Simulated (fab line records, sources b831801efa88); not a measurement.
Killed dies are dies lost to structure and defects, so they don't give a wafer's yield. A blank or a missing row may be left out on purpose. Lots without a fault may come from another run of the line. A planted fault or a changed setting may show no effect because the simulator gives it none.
Chamber matching | flow sky130 | SKY_VIA2_CMP_02 on cmp-02: 4 sister chambers
The step polishes SiO2. 14 wafers are shown with their chamber, then 7 later ones without.

WAFERS WITH THEIR CHAMBER
wafer  | chamber | motor_current_A (A)
L299.1 | 0       | 11.5
L299.4 | 2       | 12.0
L299.5 | 1       | 12.2
L302.2 | 1       | 10.3
L302.3 | 3       | 11.2
L302.4 | 2       | 11.9
L303.2 | 3       | 11.3
L303.5 | 1       | 11.6
L303.6 | 2       | 11.4
L304.2 | 2       | 12.5
L304.3 | 1       | 11.9
L304.4 | 0       | 12.2
L315.1 | 3       | 11.2
L315.3 | 2       | 12.2

SIGNATURES (means of the wafers above)
reading         | chamber 0 | chamber 1 | chamber 2 | chamber 3 | scatter within a chamber
motor_current_A | 11.850    | 11.500    | 12.000    | 11.233    | 0.549
Rule: a wafer's distance from a chamber is the root of the sum, over the readings, of the square of ((its reading less the chamber's mean) divided by the reading's scatter). The wafer belongs to the nearest chamber; if the next one is less than 2 further off, it can't be placed. The scatter: the root of (the sum of the squares of (reading less its chamber's mean) over the shown wafers, divided by (wafers less chambers)).

WAFERS WITHOUT THEIR CHAMBER
wafer  | motor_current_A (A)
L315.6 | 11.6
L316.1 | 11.5
L316.3 | 11.2
L316.4 | 11.8
L317.1 | 11.2
L317.3 | 11.6
L317.6 | 11.6

WHICH CHAMBER EACH WENT THROUGH
wafer  | from the rows above               | in truth
L315.6 | can't be placed: 1 or 0 or 3 or 2 | 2
L316.1 | can't be placed: 1 or 3 or 0 or 2 | 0
L316.3 | can't be placed: 3 or 1 or 0 or 2 | 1
L316.4 | can't be placed: 0 or 2 or 1 or 3 | 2
L317.1 | can't be placed: 3 or 1 or 0 or 2 | 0
L317.3 | can't be placed: 1 or 0 or 3 or 2 | 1
L317.6 | can't be placed: 1 or 0 or 3 or 2 | 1
Placed correctly: 0 of 7. Can't be placed from these rows: 7 (the true chamber is among the candidates in 7). Placed wrongly: 0.
